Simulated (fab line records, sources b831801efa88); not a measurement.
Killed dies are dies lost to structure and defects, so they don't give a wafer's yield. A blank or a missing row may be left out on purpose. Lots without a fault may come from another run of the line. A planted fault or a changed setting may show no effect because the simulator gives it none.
Which tool did it? | flow gf180mcu | 12 lots, 36 wafers sampled, at 5 steps of a route of 602

WHAT THE GAUGES READ, wafer by wafer
GF_POLY_GATE_THK_MEAS_01.
lot  | measured     | on            | POLY_GATE_CVD_00_THK (nm)
L227 | day 8 20:43  | film_metro-03 | 198.9 199.1 200.0
L229 | day 9 11:35  | film_metro-02 | 201.7 199.9 199.9
L230 | day 9 15:34  | film_metro-04 | 401.4 399.2 399.0
L232 | day 10 03:43 | film_metro-02 | 196.3 196.4 198.1
L235 | day 11 04:30 | film_metro-04 | 398.2 398.8 398.7
L237 | day 11 14:22 | film_metro-02 | 403.7 404.3 403.5
L243 | day 13 07:51 | film_metro-03 | 203.1 201.4 203.2
L244 | day 13 14:10 | film_metro-03 | 205.9 205.1 206.5
L245 | day 13 22:55 | film_metro-02 | 199.2 200.5 200.3
L246 | day 14 03:20 | film_metro-02 | 201.5 201.7 201.2
L248 | day 14 19:35 | film_metro-03 | 203.0 200.7 202.4
L249 | day 15 08:11 | film_metro-03 | 202.8 203.1 202.4

GF_HV_LDD_CD_MEAS_19: target cd 400 nm.
lot  | measured     | on        | cd_nm (nm)
L227 | day 11 04:14 | cd_sem-02 | 400.7 403.3 404.4
L229 | day 11 19:34 | cd_sem-01 | 398.2 398.7 399.3
L232 | day 12 12:55 | cd_sem-02 | 400.6 399.8 400.1
L243 | day 16 01:12 | cd_sem-02 | 406.1 405.2 406.0
L244 | day 16 07:37 | cd_sem-02 | 408.4 407.2 404.4
L245 | day 16 18:31 | cd_sem-02 | 401.0 405.2 402.4
L246 | day 16 23:08 | cd_sem-01 | 399.6 399.5 400.2
L248 | day 17 16:38 | cd_sem-01 | 400.0 401.1 401.1
L249 | day 18 06:44 | cd_sem-02 | 399.5 400.5 397.3

WHICH TOOL RAN EACH LOT (tool, then ch and the chambers of the sampled wafers, then the start)
lot  | GF_VT_IMPLANT_STRIP_31               | GF_DUAL_GATE_STRIP_13                | GF_POLY_GATE_CVD_00
L227 | plasma_asher-04 ch 0,1, day 7 06:15  | plasma_asher-04 ch 0,1, day 8 17:41  | lpcvd-01 ch 0, day 8 19:22
L229 | plasma_asher-01 ch 0, day 7 20:44    | plasma_asher-04 ch 1, day 9 08:34    | lpcvd-02 ch 1, day 9 10:16
L230 | plasma_asher-04 ch 0,1, day 8 01:29  | plasma_asher-03 ch 0,1, day 9 10:55  | lpcvd-02 ch 1, day 9 12:37
L232 | plasma_asher-01 ch 0,1, day 8 11:55  | plasma_asher-03 ch 1, day 9 23:13    | lpcvd-02 ch 0, day 10 02:23
L235 | plasma_asher-01 ch 0,1, day 9 09:02  | plasma_asher-03 ch 0,1, day 10 23:00 | lpcvd-02 ch 1, day 11 01:24 and lpcvd-01 ch 1, day 11 03:09
L237 | plasma_asher-01 ch 0,1, day 9 18:23  | plasma_asher-04 ch 0,1, day 11 09:50 | lpcvd-01 ch 1, day 11 11:32
L243 | plasma_asher-01 ch 0,1, day 11 11:01 | plasma_asher-03 ch 0,1, day 13 04:32 | lpcvd-01 ch 1, day 13 06:31
L244 | plasma_asher-04 ch 1, day 11 17:34   | plasma_asher-04 ch 0,1, day 13 11:07 | lpcvd-01 ch 0, day 13 12:49
L245 | plasma_asher-02 ch 0,1, day 12 01:11 | plasma_asher-04 ch 0,1, day 13 19:28 | lpcvd-02 ch 1, day 13 21:34
L246 | plasma_asher-01 ch 0,1, day 12 05:01 | plasma_asher-04 ch 0,1, day 13 23:37 | lpcvd-02 ch 0, day 14 02:00
L248 | plasma_asher-04 ch 0,1, day 12 21:53 | plasma_asher-02 ch 0,1, day 14 16:32 | lpcvd-01 ch 1, day 14 18:15
L249 | plasma_asher-04 ch 0,1, day 13 03:01 | plasma_asher-03 ch 0,1, day 15 04:25 | lpcvd-01 ch 1, day 15 06:51
- GF_VT_IMPLANT_STRIP_31: strips in O2/N2.
- GF_DUAL_GATE_STRIP_13: strips in O2/N2.
- GF_POLY_GATE_CVD_00: deposits poly-Si, target thk 200 nm, time 1200 s.

WHAT THE TOOLS THEMSELVES READ (means of the sampled wafers that have a number; where no wafer has one, the mark that the record gives instead)
GF_VT_IMPLANT_STRIP_31.
lot  | tool            | drypump_motor_current_A (A) | heater_power_w (W) | oes_product_au (a.u.) | strip_time_to_endpoint_s (s)
L227 | plasma_asher-04 | 5.2                         | 334                | 0.716                 | 12.71
L229 | plasma_asher-01 | 5.7                         | 373                | 0.718                 | 12.67
L230 | plasma_asher-04 | 5.2                         | 337                | 0.718                 | 12.63
L232 | plasma_asher-01 | 5.9                         | 345                | 0.716                 | 12.73
L235 | plasma_asher-01 | 5.9                         | 345                | 0.716                 | 12.69
L237 | plasma_asher-01 | 5.9                         | 349                | 0.715                 | 12.64
L243 | plasma_asher-01 | 5.8                         | 365                | 0.716                 | 12.65
L244 | plasma_asher-04 | 4.6                         | 342                | 0.713                 | 12.62
L245 | plasma_asher-02 | 6.3                         | 406                | 0.720                 | 12.64
L246 | plasma_asher-01 | 5.9                         | 345                | 0.717                 | 12.68
L248 | plasma_asher-04 | 5.7                         | 332                | 0.716                 | 12.69
L249 | plasma_asher-04 | 5.1                         | 331                | 0.716                 | 12.67

GF_DUAL_GATE_STRIP_13.
lot  | tool            | drypump_motor_current_A (A) | heater_power_w (W) | oes_product_au (a.u.) | strip_time_to_endpoint_s (s)
L227 | plasma_asher-04 | 5.1                         | 332                | 0.717                 | 12.64
L229 | plasma_asher-04 | 4.7                         | 345                | 0.720                 | 12.60
L230 | plasma_asher-03 | 5.8                         | 390                | 0.715                 | 12.61
L232 | plasma_asher-03 | 6.3                         | 306                | 0.717                 | 12.62
L235 | plasma_asher-03 | 6.0                         | 350                | 0.715                 | 12.63
L237 | plasma_asher-04 | 5.2                         | 335                | 0.718                 | 12.62
L243 | plasma_asher-03 | 5.8                         | 392                | 0.712                 | 12.59
L244 | plasma_asher-04 | 5.7                         | 327                | 0.716                 | 12.60
L245 | plasma_asher-04 | 5.7                         | 332                | 0.709                 | 12.60
L246 | plasma_asher-04 | 5.7                         | 326                | 0.719                 | 12.68
L248 | plasma_asher-02 | 6.2                         | 435                | 0.712                 | 12.65
L249 | plasma_asher-03 | 6.0                         | 353                | 0.720                 | 12.64

GF_POLY_GATE_CVD_00.
lot  | tool              | spike_tc_centre_C (C) | spike_tc_lower_C (C) | zone_power_centre_pct (%)
L227 | lpcvd-01          | 621.2                 | 620.3                | 8.5
L229 | lpcvd-02          | 621.9                 | 619.5                | 9.2
L230 | lpcvd-02          | 622.1                 | 620.7                | 9.2
L232 | lpcvd-02          | 620.2                 | 622.3                | 9.1
L235 | lpcvd-02/lpcvd-01 | 621.3                 | 619.5                | 9.5
L237 | lpcvd-01          | 621.4                 | 618.1                | 9.9
L243 | lpcvd-01          | 621.2                 | 617.1                | 10.0
L244 | lpcvd-01          | 620.7                 | 621.4                | 8.5
L245 | lpcvd-02          | 622.7                 | 620.2                | 9.1
L246 | lpcvd-02          | 619.5                 | 622.3                | 9.1
L248 | lpcvd-01          | 621.2                 | 617.5                | 9.9
L249 | lpcvd-01          | 620.8                 | 618.3                | 9.9

THE ANSWER, worked out from the rows above alone
Rule: what is usual is taken from the lots themselves. Put in order of their means at a reading, lots are off if they are a third of the lots or fewer, leave a main group of 4 or more, and stand apart from it by a gap of 3 or more times the standard deviation of the main group's means; of several such gaps the widest counts. A main group whose means are all the same, to the digits that the tables above print for the reading, isn't used. A lot without any number at a reading at which 4 lots or more have one is off too. The other lots that the step has rows for count as sound. The gauges are gone through in route order, then the tools' own readings, and for those a lot's mean is taken as printed above. The first step at which some lot is off is used, and at that step the reading that is off furthest; a lot without a number counts as furthest.
Off: L230, L235, L237, at GF_POLY_GATE_THK_MEAS_01 (POLY_GATE_CVD_00_THK). The main group: mean 201.3 nm, standard deviation 2.4.
A tool fits if, at a process step before that reading, it ran every lot that is off, and no sound lot after the first of them. The gauges at GF_POLY_GATE_THK_MEAS_01 are tried like those tools. None of those tried fits.

WHAT THE SIMULATOR HAD PUT IN
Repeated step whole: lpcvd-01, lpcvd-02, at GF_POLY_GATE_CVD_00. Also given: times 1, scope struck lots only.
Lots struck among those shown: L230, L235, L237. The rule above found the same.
